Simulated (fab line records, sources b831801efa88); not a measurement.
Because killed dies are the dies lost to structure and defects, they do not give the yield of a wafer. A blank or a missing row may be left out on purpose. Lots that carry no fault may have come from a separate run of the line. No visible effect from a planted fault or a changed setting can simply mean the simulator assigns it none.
fab line records -- flow sky130
record: lots: 11, wafers: 32, last-day: 50
route steps=708 shown METAL2@503 VIA2@527 METAL3@535 VIA3@573 PAD_OPEN@708
lots with no fault: from the same line, run without faults
start-h: hours from the record's opening day to when the first of the lot's shown wafers began -- wait-h: time in hours since the lot's previous step -- " as in the row above -- L1.1+2: a row that stands for several wafers -- - either no value or no given start -- * or withheld: withheld -- < > ~ a bound
route shown NAME@n: names a module that has steps shown in the file, with the first one's number in the route -- usual: mean and standard deviation over wafers with no fault -- same: alike in all rows -- chamber/n: place in a boat -- sites: per-site readings -- _std_site: the standard deviation of these -- _edge_site: the outer-site mean with the inner-site mean subtracted -- radius-mm: how far each site lies from the wafer's centre -- mask NAME#n: copy n -- behind: the last tool/chamber to shape the wafer -- hold: the reason the lot was held/the length of the hold in hours/how it ended -- device: which transistor (n, p or np) failed to switch -- end of line: tests run on the same wafers once the route is complete -- a step without rows: its recipe alone -- killed: the dies lost at the first sort to structure and to defects; this is not the yield of the wafer -- map: shows each die of a wafer: x if killed, . if not, _ if none is there
set.NAME: setting as actually run; set.NAME@STEP: the setting as run at that earlier step -- model.NAME: the simulator's own value behind a step, which no gauge read
route steps across a sampled set of lots; one table per step, one row per wafer
services: from which hour (start-h, from the record's first day; less than 0 if before it) a tool's chamber was out of use, for how many hours, and why
== steps ==
step: SKY_METAL2_STRIP_20
recipe: chemistry: O2/N2, power-w: 1400, pressure-mtorr: 1500, platen-temp-c: withheld, o2-flow-sccm: 3000, n2-flow-sccm: 300, overash-fraction: 0.5
usual: drypump-motor-current-A: 6.0/0.5, oes-product-au: 0.342/0.0047, strip-time-to-endpoint-s: 2.66/0.034
lot.wafer,tool,chamber,start-h,wait-h,drypump-motor-current-A,oes-product-au,rf-hours-counter-h,strip-time-to-endpoint-s
L156.1,plasma-asher-01,1,808.92,0.1,6.6,0.350,99,2.67
L156.4,plasma-asher-01,1,808.92,0.1,6.6,0.339,-,2.63
L156.5,plasma-asher-01,1,808.92,0.1,6.6,0.340,-,2.67
L159.4,plasma-asher-01,1,847.89,0.1,6.6,0.345,-,2.71
L159.5,plasma-asher-01,1,847.89,0.1,6.6,0.348,-,2.71
L159.6,plasma-asher-01,0,847.89,0.1,6.5,0.338,-,2.68
L163.2,plasma-asher-04,1,878.61,0.1,5.2,0.347,76,2.75
L163.5,plasma-asher-04,0,878.61,0.1,5.6,0.350,-,2.66
L163.6,plasma-asher-04,1,878.61,0.1,5.2,0.341,-,2.70
L164.1,plasma-asher-03,1,885.10,0.1,5.7,0.350,44,2.73
L164.3,plasma-asher-03,1,885.10,0.1,5.7,0.343,-,2.70
L164.5,plasma-asher-03,1,885.10,0.1,5.7,0.349,-,2.72
L166.2,plasma-asher-01,0,900.86,0.1,6.5,0.342,110,2.68
L166.4,plasma-asher-01,0,900.86,0.1,6.5,0.341,-,2.69
L166.5,plasma-asher-01,1,900.86,0.1,6.6,0.333,-,2.65
L167.3,plasma-asher-01,1,907.18,0.1,6.6,0.339,-,2.64
L167.4,plasma-asher-01,0,907.18,0.1,6.5,0.338,-,2.60
L175.1,plasma-asher-03,0,978.16,0.1,5.6,0.337,54,2.65
L175.2,plasma-asher-03,1,978.16,0.1,5.7,0.345,54,2.68
L175.6,plasma-asher-03,1,978.16,0.1,5.7,0.342,-,2.66
L176.1,plasma-asher-01,0,979.60,0.1,6.5,0.346,119,2.68
L176.3,plasma-asher-01,1,979.60,0.1,6.6,0.343,-,2.66
L176.5,plasma-asher-01,1,979.60,0.1,6.6,0.339,-,2.63
L177.2,plasma-asher-03,0,981.05,0.1,5.6,0.344,55,2.70
L177.5,plasma-asher-03,0,981.05,0.1,5.6,0.334,-,2.68
L177.6,plasma-asher-03,1,981.05,0.1,5.8,0.344,-,2.64
L178.2,plasma-asher-03,1,988.16,0.1,5.7,0.347,57,2.72
L178.3,plasma-asher-03,0,988.16,0.1,5.6,0.351,-,2.74
L178.6,plasma-asher-03,0,988.16,0.1,5.6,0.345,-,2.73
L179.2,plasma-asher-03,0,991.01,0.1,5.6,0.343,58,2.70
L179.4,plasma-asher-03,0,991.01,0.1,5.6,0.338,-,2.65
L179.5,plasma-asher-03,0,991.01,0.1,5.6,0.339,-,2.64
step: SKY_VIA2_SPUTTER_20
recipe: material: TiN, target-thk-nm: 20, chamber-pressure-pa: 5, power-w: 4000, time-s: 80
usual: throttle-valve-pct: 30.1/1.1
lot.wafer,tool,chamber,start-h,wait-h,throttle-valve-pct
L156.1,pvd-sputter-02,-,837.37,0.0,30.4
L156.4,pvd-sputter-02,-,837.37,0.0,30.0
L156.5,pvd-sputter-02,-,837.37,0.0,30.1
L159.4,pvd-sputter-03,-,875.53,0.0,31.7
L159.5,pvd-sputter-03,-,875.53,0.0,29.6
L159.6,pvd-sputter-03,-,875.53,0.0,28.5
L163.2,pvd-sputter-03,-,905.37,0.0,28.6
L163.5,pvd-sputter-03,-,905.37,0.0,28.5
L163.6,pvd-sputter-03,-,905.37,0.0,30.3
L164.1,pvd-sputter-03,-,911.48,0.0,30.6
L164.3,pvd-sputter-03,-,911.48,0.0,30.2
L164.5,pvd-sputter-03,-,911.48,0.0,28.7
L166.2,pvd-sputter-03,-,927.98,0.0,30.5
L166.4,pvd-sputter-03,-,927.98,0.0,31.6
L166.5,pvd-sputter-03,-,927.98,0.0,30.5
L167.3,pvd-sputter-03,-,933.43,0.0,30.1
L167.4,pvd-sputter-03,-,933.43,0.0,30.5
L175.1,pvd-sputter-04,-,1003.83,0.0,31.6
L175.2,pvd-sputter-04,-,1003.83,0.0,28.5
L175.6,pvd-sputter-04,-,1003.83,0.0,31.7
L176.1,pvd-sputter-02,-,1005.42,0.0,30.3
L176.3,pvd-sputter-02,-,1005.42,0.0,30.2
L176.5,pvd-sputter-02,-,1005.42,0.0,29.2
L177.2,pvd-sputter-04,-,1006.72,0.0,29.3
L177.5,pvd-sputter-04,-,1006.72,0.0,28.5
L177.6,pvd-sputter-04,-,1006.72,0.0,30.2
L178.2,pvd-sputter-04,-,1013.98,0.0,29.6
L178.3,pvd-sputter-04,-,1013.98,0.0,28.2
L178.6,pvd-sputter-04,-,1013.98,0.0,31.8
L179.2,pvd-sputter-03,-,1016.22,0.0,31.5
L179.4,pvd-sputter-03,-,1016.22,0.0,30.2
L179.5,pvd-sputter-03,-,1016.22,0.0,30.2
step: SKY_METAL3_SPUTTER_03
recipe: material: Ti, target-thk-nm: 5, power-w: 3000, time-s: 3.3, chamber-pressure-pa: 0.4
usual: throttle-valve-pct: 29.8/0.97
lot.wafer,tool,chamber,start-h,wait-h,throttle-valve-pct
L156.1,pvd-sputter-04,-,838.13,0.0,30.5
L156.4,pvd-sputter-04,-,838.13,0.0,28.3
L156.5,pvd-sputter-04,-,838.13,0.0,29.6
L159.4,pvd-sputter-02,-,876.28,0.0,30.3
L159.5,pvd-sputter-02,-,876.28,0.0,30.4
L159.6,pvd-sputter-02,-,876.28,0.0,28.9
L163.2,pvd-sputter-01,-,906.13,0.0,27.6
L163.5,pvd-sputter-01,-,906.13,0.0,29.6
L163.6,pvd-sputter-01,-,906.13,0.0,29.1
L164.1,pvd-sputter-02,-,912.23,0.0,30.0
L164.3,pvd-sputter-02,-,912.23,0.0,29.0
L164.5,pvd-sputter-02,-,912.23,0.0,29.2
L166.2,pvd-sputter-02,-,928.73,0.0,29.4
L166.4,pvd-sputter-02,-,928.73,0.0,29.9
L166.5,pvd-sputter-02,-,928.73,0.0,28.9
L167.3,pvd-sputter-04,-,934.18,0.0,29.7
L167.4,pvd-sputter-04,-,934.18,0.0,31.4
L175.1,pvd-sputter-02,-,1004.59,0.0,29.2
L175.2,pvd-sputter-02,-,1004.59,0.0,30.0
L175.6,pvd-sputter-02,-,1004.59,0.0,29.3
L176.1,pvd-sputter-04,-,1006.18,0.0,31.9
L176.3,pvd-sputter-04,-,1006.18,0.0,30.2
L176.5,pvd-sputter-04,-,1006.18,0.0,30.5
L177.2,pvd-sputter-02,-,1007.48,0.0,30.3
L177.5,pvd-sputter-02,-,1007.48,0.0,29.2
L177.6,pvd-sputter-02,-,1007.48,0.0,30.0
L178.2,pvd-sputter-01,-,1014.74,0.0,27.7
L178.3,pvd-sputter-01,-,1014.74,0.0,29.6
L178.6,pvd-sputter-01,-,1014.74,0.0,30.4
L179.2,pvd-sputter-04,-,1016.97,0.0,29.2
L179.4,pvd-sputter-04,-,1016.97,0.0,30.6
L179.5,pvd-sputter-04,-,1016.97,0.0,30.4
step: SKY_VIA3_HDPCVD_00
recipe: material: SiO2, target-thk-nm: 1635, sigma-open-frac: 0.3, time-s: 272.5, temp-c: 400, sih4-flow-sccm: 60, pressure-mtorr: 6
usual: run-length-s: 300.1/0.54, sih4-flow-sccm: 60.03/0.17
lot.wafer,tool,chamber,start-h,wait-h,run-length-s,sih4-flow-sccm
L156.1,hdpcvd-02,1,892.04,0.0,300.6,59.82
L156.4,hdpcvd-02,1,892.04,0.0,300.6,60.10
L156.5,hdpcvd-02,0,892.04,0.0,300.5,60.01
L159.4,hdpcvd-01,0,928.96,0.1,299.6,59.97
L159.5,hdpcvd-01,1,928.96,0.1,300.9,60.02
L159.6,hdpcvd-01,2,928.96,0.1,299.2,60.17
L163.2,hdpcvd-01,2,956.82,0.0,299.5,59.90
L163.5,hdpcvd-01,2,956.82,0.0,299.7,59.90
L163.6,hdpcvd-01,0,956.82,0.0,299.6,60.17
L164.1,hdpcvd-01,0,963.77,0.0,299.6,60.25
L164.3,hdpcvd-01,2,963.77,0.0,299.5,60.02
L164.5,hdpcvd-01,1,963.77,0.0,300.9,60.12
L166.2,hdpcvd-01,2,978.45,0.0,299.9,59.98
L166.4,hdpcvd-01,1,978.45,0.0,355.0,59.66
L166.5,hdpcvd-01,0,978.45,0.0,300.0,60.09
L167.3,hdpcvd-01,1,984.75,0.0,300.5,60.06
L167.4,hdpcvd-01,0,984.75,0.0,355.0,59.99
L175.1,hdpcvd-02,0,1051.01,0.0,300.8,60.20
L175.2,hdpcvd-02,2,1051.01,0.0,300.0,60.23
L175.6,hdpcvd-02,2,1051.01,0.0,300.2,60.30
L176.1,hdpcvd-01,0,1052.81,0.0,299.5,60.10
L176.3,hdpcvd-01,1,1052.81,0.0,300.7,60.15
L176.5,hdpcvd-01,2,1052.81,0.0,299.4,60.06
L177.2,hdpcvd-02,1,1054.44,0.0,300.5,59.86
L177.5,hdpcvd-02,2,1054.44,0.0,299.5,60.08
L177.6,hdpcvd-02,1,1054.44,0.0,300.3,60.05
L178.2,hdpcvd-01,0,1060.54,0.0,299.9,59.78
L178.3,hdpcvd-01,2,1060.54,0.0,299.5,59.97
L178.6,hdpcvd-01,0,1060.54,0.0,300.4,59.79
L179.2,hdpcvd-01,0,1063.52,0.0,299.8,60.18
L179.4,hdpcvd-01,0,1063.52,0.0,300.2,60.17
L179.5,hdpcvd-01,1,1063.52,0.0,300.2,60.00
step: SKY_VIA3_THK_MEAS_01
recipe: reads: SiO2_of_VIA3_HDPCVD_00
usual: VIA3_HDPCVD_THK: 1637/14
lot.wafer,tool,chamber,start-h,wait-h,VIA3_HDPCVD_THK[nm]
L156.1,film-metro-04,-,892.21,0.1,1637
L156.4,film-metro-04,-,892.21,0.1,1651
L156.5,film-metro-04,-,892.21,0.1,1639
L159.4,film-metro-02,-,929.15,0.1,1615
L159.5,film-metro-02,-,929.15,0.1,1629
L159.6,film-metro-02,-,929.15,0.1,1638
L163.2,film-metro-01,-,957.00,0.1,1634
L163.5,film-metro-01,-,957.00,0.1,1626
L163.6,film-metro-01,-,957.00,0.1,1638
L164.1,film-metro-01,-,963.94,0.1,1652
L164.3,film-metro-01,-,963.94,0.1,1655
L164.5,film-metro-01,-,963.94,0.1,1620
L166.2,film-metro-01,-,978.63,0.1,1658
L166.4,film-metro-01,-,978.63,0.1,1987
L166.5,film-metro-01,-,978.63,0.1,1635
L167.3,film-metro-02,-,984.94,0.1,1639
L167.4,film-metro-02,-,984.94,0.1,1963
L175.1,film-metro-01,-,1051.18,0.1,1640
L175.2,film-metro-01,-,1051.18,0.1,1622
L175.6,film-metro-01,-,1051.18,0.1,1636
L176.1,film-metro-04,-,1052.98,0.1,1647
L176.3,film-metro-04,-,1052.98,0.1,1665
L176.5,film-metro-04,-,1052.98,0.1,1648
L177.2,film-metro-01,-,1054.62,0.1,1641
L177.5,film-metro-01,-,1054.62,0.1,1641
L177.6,film-metro-01,-,1054.62,0.1,1638
L178.2,film-metro-02,-,1060.71,0.1,1642
L178.3,film-metro-02,-,1060.71,0.1,1657
L178.6,film-metro-02,-,1060.71,0.1,1644
L179.2,film-metro-04,-,1063.70,0.1,1640
L179.4,film-metro-04,-,1063.70,0.1,1635
L179.5,film-metro-04,-,1063.70,0.1,1640
step: SKY_PAD_OPEN_PROBE_99
usual: defect-limited-yield: 82.4/1.8, killed_at_M0_to_M3: 45/6.8, killed_at_M4_up: 3.2/1.6, killed-at-contacts: 24/5.1, killed-at-front-end: 14/4.4, killed-at-other: 0.4/0.65, killed-dies: 87/8.8, killed-open: 47/7.2, killed-short: 39/6.1, sort_bin_3_pad_short: 0.9/0.38, sort_bin_5_function: 10.4/1.5, sort_bin_6_memory: 6.4/1.1, sort-n-pass: 405/8.8, sort-yield-pct: 82.4/1.8
same: gross-dies: 492, killed-at-back-side: 0, sort_bin_4_leakage[%]: 0, sort_bin_8_speed[%]: 0
lot.wafer,tool,chamber,start-h,wait-h,defect-limited-yield[%],killed_at_M0_to_M3,killed_at_M4_up,killed-at-contacts,killed-at-front-end,killed-at-other,killed-dies,killed-open,killed-short,sort_bin_3_pad_short[%],sort_bin_5_function[%],sort_bin_6_memory[%],sort-n-pass,sort-yield-pct[%]
L163.2,prober-01,-,1120.45,0.1,83.9,38,2,20,19,0,79,38,41,0.6,8.1,7.3,413,83.9
L163.5,prober-01,-,1120.60,0.2,83.3,52,2,20,7,1,82,52,28,1.2,9.1,6.3,410,83.3
L163.6,prober-01,-,1120.65,0.2,81.5,48,3,22,18,0,91,45,46,0.8,10.6,7.1,401,81.5
L167.4,prober-02,-,1145.06,0.2,79.7,58,1,26,15,0,100,59,41,0.6,14.0,5.7,392,79.7
L177.2,prober-01,-,1197.14,0.1,82.5,44,7,23,10,2,86,48,38,0.4,10.6,6.5,406,82.5
L177.5,prober-01,-,1197.29,0.2,81.7,45,3,25,17,0,90,49,41,0.4,11.2,6.7,402,81.7
L177.6,prober-01,-,1197.34,0.2,85.6,39,2,19,10,1,71,39,32,1.2,9.3,3.9,421,85.6
killed by level:class
L163.2 METAL1:geometric-particle:short=9 CONTACT:geometric-particle:open=8 FIELD_ISO:geometric-particle:short=5 FIELD_ISO:geometric-particle:open=5 LI_CONTACT:geometric-particle:open=5 VIA1:geometric-particle:open=5 VIA2:geometric-particle:short=5 VIA3:geometric-particle:open=5
L163.5 VIA1:geometric-particle:open=17 LI_CONTACT:geometric-particle:open=8 VIA3:geometric-particle:open=8 METAL1:geometric-particle:short=7 CONTACT:geometric-particle:open=6 VIA2:geometric-particle:open=6 POLY_GATE:geometric-particle:short=3 CONTACT:geometric-particle:short=3
L163.6 VIA1:geometric-particle:open=12 FIELD_ISO:geometric-particle:short=8 VIA1:geometric-particle:short=8 CONTACT:geometric-particle:short=7 METAL2:geometric-particle:short=7 LI_CONTACT:geometric-particle:open=6 CONTACT:geometric-particle:open=6 METAL1:geometric-particle:short=5
L167.4 CONTACT:geometric-particle:open=11 VIA2:geometric-particle:open=11 VIA1:geometric-particle:open=11 VIA3:geometric-particle:open=9 LI_CONTACT:geometric-particle:open=6 METAL2:geometric-particle:short=6 FIELD_ISO:geometric-particle:open=5 VIA2:geometric-particle:short=5
L177.2 VIA1:geometric-particle:open=15 CONTACT:geometric-particle:open=8 VIA2:geometric-particle:open=6 LI_CONTACT:geometric-particle:open=5 VIA1:geometric-particle:short=5 METAL4:geometric-particle:short=5 LOCAL_INTERCONNECT:geometric-particle:short=4 CONTACT:geometric-particle:short=4
L177.5 VIA1:geometric-particle:open=12 LI_CONTACT:geometric-particle:open=9 FIELD_ISO:geometric-particle:short=7 VIA3:geometric-particle:open=7 VIA1:geometric-particle:short=7 VIA3:geometric-particle:short=6 CONTACT:geometric-particle:short=5 VIA2:geometric-particle:open=5
L177.6 METAL1:geometric-particle:short=10 CONTACT:geometric-particle:open=9 VIA1:geometric-particle:open=9 VIA3:geometric-particle:open=7 VIA2:geometric-particle:open=5 FIELD_ISO:geometric-particle:open=4 METAL2:geometric-particle:short=3 LI_CONTACT:geometric-particle:open=3
== services ==
tool,chamber,start-h,hours,kind
plasma-asher-04,-,801.29,12.6,repair
pvd-sputter-02,-,806.54,1.6,repair
plasma-asher-03,-,842.77,0.4,repair
plasma-asher-04,-,842.84,0.3,repair
plasma-asher-01,-,858.36,3.5,repair
plasma-asher-03,-,867.80,16.0,pm
pvd-sputter-01,-,912.02,5.0,repair
hdpcvd-02,0,919.71,6.4,repair
plasma-asher-04,-,931.55,2.6,repair
plasma-asher-04,-,932.71,2.7,repair
plasma-asher-04,-,938.11,63.4,repair
pvd-sputter-04,-,942.86,2.5,repair
hdpcvd-02,-,950.25,15.0,pm
hdpcvd-02,0,950.25,15.0,vent-cycle
hdpcvd-02,1,950.25,15.0,vent-cycle
pvd-sputter-01,-,962.70,3.1,repair
plasma-asher-01,-,979.70,15.6,pm
pvd-sputter-04,-,1036.50,5.6,repair
hdpcvd-02,-,1045.97,0.5,repair
plasma-asher-01,-,1047.71,13.1,repair
pvd-sputter-01,-,1051.63,1.2,repair
plasma-asher-01,-,1060.80,9.0,pm
plasma-asher-01,0,1060.80,9.0,vent-cycle
plasma-asher-01,1,1060.80,9.0,vent-cycle
== key ==
first-sign: step: SKY_VIA3_HDPCVD_00, reading: run-length-s, direction: up, sigmas: 99+, usual: *, struck: *
effect: step: SKY_VIA3_THK_MEAS_01, reading: VIA3_HDPCVD_THK, direction: up, sigmas: 24, usual: 1637, struck: 1975
met-at SKY_VIA3_HDPCVD_00
struck-lots L166,L167
struck-wafers L166.4,L167.4
not-acting-at SKY_METAL2_STRIP_20,SKY_VIA2_SPUTTER_20,SKY_METAL3_SPUTTER_03
onset-between 963.77 978.45
fault: kind: process-parameter-drift, tool: hdpcvd-01, chamber: -, onset-h: 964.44, steps: SKY_VIA3_HDPCVD_00, channel: time-s, offset: *, shape: step, end-h: 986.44, scope: struck-wafers-only, acts-in: *, stated: *
